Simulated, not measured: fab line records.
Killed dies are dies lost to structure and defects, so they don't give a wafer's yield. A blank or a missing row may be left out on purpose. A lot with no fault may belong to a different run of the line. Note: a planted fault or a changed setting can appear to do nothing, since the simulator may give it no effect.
The tool behind it: which one? / flow sky130 / 21 wafers sampled from 7 lots at 1 step of a route of 708

## WHAT THE GAUGES READ, wafer by wafer
SKY_FIELD_ISO_THK_MEAS_04.
lot=L177; measured=day 1 18:49; on=film-metro-03; FIELD_ISO_CVD_03_THK (nm)=165.5 166.4 166.9
lot=L180; measured=day 2 09:40; on=film-metro-04; FIELD_ISO_CVD_03_THK (nm)=167.0 166.8 166.9
lot=L184; measured=day 3 09:51; on=film-metro-03; FIELD_ISO_CVD_03_THK (nm)=164.9 164.9 165.0
lot=L190; measured=day 4 13:37; on=film-metro-03; FIELD_ISO_CVD_03_THK (nm)=165.7 164.5 165.0
lot=L193; measured=day 5 02:39; on=film-metro-04; FIELD_ISO_CVD_03_THK (nm)=166.0 166.4 165.9
lot=L196; measured=day 5 21:56; on=film-metro-03; FIELD_ISO_CVD_03_THK (nm)=168.2 168.5 169.1
lot=L199; measured=day 6 14:37; on=film-metro-04; FIELD_ISO_CVD_03_THK (nm)=165.8 164.7 165.4

## WHICH TOOL RAN EACH LOT (tool, then ch and the chambers of the sampled wafers, then the start)
Before these readings, the record contains no process step.

## THE ANSWER, worked out from the rows above alone
Rule: what is usual is taken from the lots themselves. Put in order of their means at a reading, lots are off if they are a third of the lots or fewer, leave a main group of 4 or more, and stand apart from it by a gap of 3 or more times the standard deviation of the main group's means; of several such gaps the widest counts. The tables above print the reading to a certain number of digits; a main group whose means all agree to those digits is not used. A lot without any number at a reading at which 4 lots or more have one is off too. All remaining lots with rows at the step are treated as sound.
Nothing can be told from this: no lot is off at any reading shown.

## WHAT WAS PUT IN BY THE SIMULATOR
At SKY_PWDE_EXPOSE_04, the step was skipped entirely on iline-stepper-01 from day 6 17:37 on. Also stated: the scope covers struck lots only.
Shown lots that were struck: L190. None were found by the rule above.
